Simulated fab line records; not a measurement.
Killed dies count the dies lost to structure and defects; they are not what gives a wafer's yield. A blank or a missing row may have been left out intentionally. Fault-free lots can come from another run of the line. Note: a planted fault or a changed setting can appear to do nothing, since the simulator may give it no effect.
One fault through the eyes of 2 desks    flow sky130    only its own numbers are on each desk; what lay behind them is given at the end

== FOR THE TOOL OWNER'S DESK: implanter-03 ==
The tool's own readings at SKY_VT_ADJUST_PCH_IMPLANT_08, given as means over the sampled wafers that have a number, one for each lot that went through this tool. A lot is out of limits, marked OUT, if its mean lies more than 4 standard deviations from the usual mean; the brackets give that distance.
Columns: A = doseIonsCm2 at SKY_VT_ADJUST_PCH_IMPLANT_08, usual 4.999e+11; B = faradayCurrentUA at SKY_VT_ADJUST_PCH_IMPLANT_08, usual 2.81
lot   first seen here  A                            B
L502  day 12 10:20     4.999e+11                    2.85
L503  day 12 13:11     4.933e+10 (-99 or more) OUT  0.28 (-47) OUT
L504  day 12 19:49     4.943e+10 (-99 or more) OUT  0.28 (-47) OUT
L520  day 17 19:14     5.000e+11                    2.78
Finding of this desk: L503, L504 out of limits; the first was L503 at day 12 13:11, on doseIonsCm2 at SKY_VT_ADJUST_PCH_IMPLANT_08. In limits: L502, L520.

== METROLOGY DESK ==
What the gauges read, lot by lot, whatever tool the lot ran on: means of the sampled wafers that have a number. A lot is out of limits, marked OUT, if its mean lies more than 4 standard deviations from the usual mean; the brackets give that distance.
Columns: A = VT_ADJUST_LVTN_OVL at SKY_VT_ADJUST_LVTN_OVL_MEAS_07, usual -0.3 nm; B = VT_ADJUST_LVTN_2_TW at SKY_VT_ADJUST_LVTN_TW_MEAS_21, usual 189.1; C = VT_ADJUST_HVTR_TW at SKY_VT_ADJUST_HVTR_TW_MEAS_11, usual 211.7; D = VT_ADJUST_PCH_TW at SKY_VT_ADJUST_PCH_TW_MEAS_10, usual 143.2
lot   first seen here  A     B      C      D
L497  day 6 23:34      -2.1  186.8  211.2  143.3
L498  day 7 10:09      1.5   190.7  212.0  142.5
L499  day 7 18:39      2.1   187.7  212.1  143.4
L501  day 8 04:18      -1.8  189.3  214.1  143.5
L502  day 8 13:13      -2.5  187.7  210.5  143.7
L503  day 8 16:51      0.1   189.0  211.9  83.1 (-81) OUT
L504  day 8 22:27      0.1   188.7  210.2  83.5 (-81) OUT
L512  day 11 01:23     1.1   189.7  213.3  143.0
L513  day 11 09:00     0.1   190.1  209.9  143.5
L515  day 11 18:39     -0.3  189.4  213.4  142.3
L517  day 12 11:37     0.2   189.2  211.4  142.3
L519  day 12 22:49     0.2   189.3  211.0  142.8
L520  day 13 04:47     0.5   190.1  212.3  141.8
Per this desk, out of limits: L503, L504; the first was L503, day 12 13:26 (VT_ADJUST_PCH_TW at SKY_VT_ADJUST_PCH_TW_MEAS_10). In limits: L497, L498, L499, L501, L502, L512, L513, L515, L517, L519, L520.

== ALL TOGETHER ==
The tool owner's desk had the chance to raise an alarm at day 12 13:11 on L503, L504.
The metrology desk could have raised an alarm at day 12 13:26, on L503, L504.
SKY_VT_ADJUST_PCH_IMPLANT_08 was run on implanter-03 by each of the lots named.

== WHAT WAS PUT IN BY THE SIMULATOR ==
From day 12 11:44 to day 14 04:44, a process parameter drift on implanter-03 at SKY_VT_ADJUST_PCH_IMPLANT_08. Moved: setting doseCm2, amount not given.
Shown lots that were struck: L503, L504.
Counting hours from when the fault started, the first reading out of limits came at 1 for the tool owner's desk and at 2 for the metrology desk.
